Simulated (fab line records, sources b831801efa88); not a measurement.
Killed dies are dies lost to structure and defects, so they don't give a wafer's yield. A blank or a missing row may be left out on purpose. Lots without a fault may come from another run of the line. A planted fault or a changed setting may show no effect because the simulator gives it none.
One fault seen from 2 desks | flow sky130 | each desk has only its own numbers; what lay behind them comes last

THE METROLOGY DESK
What the gauges read, lot by lot, whatever tool the lot ran on: means of the sampled wafers that have a number. A lot is out of limits, marked OUT, if its mean lies more than 4 standard deviations from the usual mean; the brackets give that distance.
Columns: A = cd_nm at SKY_FIELD_ISO_CD_MEAS_13, usual 149.8 nm; B = LDD_P_TW at SKY_LDD_P_TW_MEAS_11, usual 637; C = SD_N_RS at SKY_SD_N_RS_MEAS_16, usual 68.60 ohm/sq; D = LI_CONTACT_W_RS at SKY_LI_CONTACT_RS_MEAS_22, usual 0.287 ohm/sq; E = LI_CONTACT_W_THK at SKY_LI_CONTACT_THK_MEAS_23, usual 409 nm
lot  | first seen here | A     | B   | C     | D                | E
L848 | day 2 10:21     | 150.6 | 635 | 68.67 | 0.287            | 408
L849 | day 2 14:49     | 150.0 | 636 | 68.66 | 0.290            | 406
L850 | day 2 21:00     | 150.4 | 650 | 68.65 | 0.288            | 406
L852 | day 3 08:25     | 150.7 | 635 | 68.39 | 0.289            | 413
L853 | day 3 14:12     | 151.4 | 633 | 68.59 | 0.289            | 398
L856 | day 4 06:29     | 150.2 | 633 | 68.58 | 0.286            | 410
L858 | day 4 13:42     | 149.4 | 637 | 68.74 | 0.283            | 417
L863 | day 5 17:53     | 149.3 | 638 | 68.60 | 0.253 (-9.4) OUT | 467 (+11) OUT
L864 | day 5 23:12     | 150.6 | 637 | 68.54 | 0.253 (-9.5) OUT | 461 (+9.7) OUT
L865 | day 6 03:15     | 150.7 | 639 | 68.80 | 0.293            | 406
L867 | day 6 13:09     | 146.9 | 635 | 68.57 | 0.293            | 403
L870 | day 7 04:03     | 151.1 | 631 | 68.58 | 0.289            | 407
This desk's finding: out of limits on L863, L864; first on L863, day 36 03:52 (LI_CONTACT_W_RS at SKY_LI_CONTACT_RS_MEAS_22). In limits: L848, L849, L850, L852, L853, L856, L858, L865, L867, L870.

THE TOOL OWNER'S DESK: cvd_w-02
The tool's own readings at SKY_LI_CONTACT_CVD_21 (deposits W, target thk 400 nm, time 120.56 s): means of the sampled wafers that have a number, for each lot that ran on this tool. A lot is out of limits, marked OUT, if its mean lies more than 4 standard deviations from the usual mean; the brackets give that distance.
Columns: A = heater_power_w at SKY_LI_CONTACT_CVD_21, usual 920 W
lot  | first seen here | A
L849 | day 30 22:02    | 914
L853 | day 32 12:22    | 909
L858 | day 34 17:25    | 865
L863 | day 36 03:44    | 873
L864 | day 36 13:10    | 874
This desk's finding: nothing out of limits on any of the 5 lots.

PUT TOGETHER
The metrology desk could have raised an alarm at day 36 03:52, on L863, L864.
The tool owner's desk saw nothing out of limits.
The tool owner's desk has L863, L864 on record, within its limits.
Of the lots named, all ran SKY_LI_CONTACT_CVD_21 on cvd_w-02.

WHAT THE SIMULATOR HAD PUT IN
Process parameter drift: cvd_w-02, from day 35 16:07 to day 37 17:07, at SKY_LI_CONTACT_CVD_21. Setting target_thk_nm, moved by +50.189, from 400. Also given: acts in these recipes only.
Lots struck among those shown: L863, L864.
Hours from the fault's start to each desk's first reading out of limits: the metrology desk, 12.
